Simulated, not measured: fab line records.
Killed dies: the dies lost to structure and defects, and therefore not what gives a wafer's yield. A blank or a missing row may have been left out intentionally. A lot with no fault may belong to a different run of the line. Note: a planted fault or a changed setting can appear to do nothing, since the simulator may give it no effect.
Problem report, 8D (eight disciplines) form, completed by code    flow sky130    the parts of the form that need people (team, actions taken, sign-off) are left out

1. WHAT IS WRONG
At SKY_METAL5_METAL_ETCH_15, bias-w averages 55.94 W over 6 wafers from 2 lots, while fault-free wafers read 48.49 W, standard deviation 0.14. That puts it +53 standard deviations away from the usual mean.
The step: etches the open film in Cl2/BCl3, stops on SiO2, target depth 1260 nm, time 252 s.
First seen on wafer L115.1, day 48 00:34, on rie-metal-01. Wafers with a number at this step in the record: 33, from 11 lots. By rule, "out" or "out of limits" means more than 4 standard deviations away from the usual mean. Any other wafer with a number is counted as sound.

2. WHAT IT IS, WHAT IT ISN'T
question                     is                      is not
which readings at this step  bias-w                  drypump-motor-current-A, throttle-valve-pct
which lots                   L115, L116              L101, L105, L107, L109, L114, L120, L121, L123, L124
which wafers of those lots   all that have a number  -
read on which tools          rie-metal-01            rie-metal-03, rie-metal-04
when                         from day 48 00:34       up to then (15 sound wafers); but 12 sound wafers of L120, L121, L123, L124 came after

3. THE SUSPECTS, EACH WITH WHAT RULES IT OUT
Counting: a tool at a process step up to the reading stays a suspect if it ran every lot that is out and no sound lot after the first of them.
- rie-metal-01 at SKY_METAL5_METAL_ETCH_15 (etches the open film in Cl2/BCl3, stops on SiO2, target depth 1260 nm, time 252 s): kept. All lots that are out passed through it, beginning with L115 at day 48 00:34, and no sound lot followed; its final sound lot before that point was L114 at day 47 22:19. On those wafers its own readings are out: bias-w.
After counting, what remains is rie-metal-01 at SKY_METAL5_METAL_ETCH_15.

4. THE CAUSE (what the simulator had put in)
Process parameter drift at SKY_METAL5_METAL_ETCH_15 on rie-metal-01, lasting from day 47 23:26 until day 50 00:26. Setting bias-w shifted by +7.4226 from 48.5. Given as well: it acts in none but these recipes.
After counting, this tool was the only one left.

5. THE CHAIN OF EFFECTS, in route order
One row per reading whose mean, taken over the struck wafers that have a number, lies over 3 standard deviations from the usual. Only readings whose record carries a usual standard deviation are examined. hours: median over the lots of the time between each lot's start at the first step of this table that gives one and its start at this step. sigmas: the change, counted in usual standard deviations.
hours  step                      reading  usual    on struck wafers  change  sigmas
0      SKY_METAL5_METAL_ETCH_15  bias-w   48.49 W  55.94             +7.45   +53
It contains these process steps:
- SKY_METAL5_METAL_ETCH_15: etches the open film in Cl2/BCl3, stops on SiO2, target depth 1260 nm, time 252 s.
Later steps that measure or inspect, where all struck wafers having a row at the step show a number for every such reading and not one has moved that far: SKY_PASSIVATION_THK_MEAS_01.

6. WHAT WOULD HAVE CAUGHT IT SOONER
In this record the first reading out of limits was taken at day 48 00:34, 1 hour after the fault began at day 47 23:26.
